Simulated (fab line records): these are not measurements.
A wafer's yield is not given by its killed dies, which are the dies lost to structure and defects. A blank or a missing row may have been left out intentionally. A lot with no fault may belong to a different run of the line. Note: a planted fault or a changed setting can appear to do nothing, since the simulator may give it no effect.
Matching of chambers    flow sky130    rie-diel-04 running SKY_POLY_CUT_ETCH_10: 4 sister chambers
The step etches BARC in N2/H2, stops on SiO2, time 45.9 s, target depth 60 nm. 8 wafers are shown with their chamber, then 10 later ones without.

## EACH WAFER AND ITS CHAMBER
wafer   chamber  chamber-pressure-mTorr (mTorr)  throttle-valve-pct (%)
L075.4  0        30.013                          13.217
L080.4  0        29.956                          13.227
L082.4  2        29.975                          13.222
L090.1  2        30.022                          13.244
L088.3  1        30.018                          13.241
L088.6  3        30.049                          13.239
L092.1  1        30.021                          13.229
L092.2  3        30.050                          13.215

## WAFERS WITH NO CHAMBER GIVEN
wafer   chamber-pressure-mTorr (mTorr)  throttle-valve-pct (%)
L092.3  30.008                          13.229
L095.1  30.033                          13.216
L095.2  30.001                          13.223
L095.5  30.003                          13.247
L096.1  30.010                          13.224
L096.5  30.060                          13.220
L096.6  30.009                          13.227
L097.4  30.033                          13.238
L097.5  30.049                          13.230
L097.6  29.947                          13.229

## THE CHAMBER EACH PASSED THROUGH
wafer   from the rows above                in truth
L092.3  can't be placed: 2 or 1 or 0 or 3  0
L095.1  can't be placed: 3 or 1 or 2 or 0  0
L095.2  can't be placed: 0 or 2 or 1 or 3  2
L095.5  can't be placed: 2 or 1 or 0 or 3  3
L096.1  can't be placed: 2 or 1 or 0 or 3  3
L096.5  can't be placed: 3 or 1 or 2       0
L096.6  can't be placed: 2 or 1 or 0 or 3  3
L097.4  can't be placed: 1 or 3 or 2 or 0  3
L097.5  can't be placed: 3 or 1 or 2       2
L097.6  can't be placed: 0 or 2 or 1       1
Correct placement for 0 of the 10. Can't be placed from these rows: 10 (the true chamber is among the candidates in 9). 0 placed wrongly.
How it was worked out, from the rows above alone: a wafer's distance from a chamber is the root of the sum, over the readings, of the square of ((its reading less the chamber's mean) divided by the reading's scatter). If the next closest chamber is less than 2 further off than the closest, the wafer can't be placed; otherwise it belongs to the closest. The mean given for a chamber averages the wafers shown for that chamber. How the scatter is found: for the shown wafers, subtract from each reading the mean of its chamber, square and add these, divide the total by (wafers less chambers), then take the root.
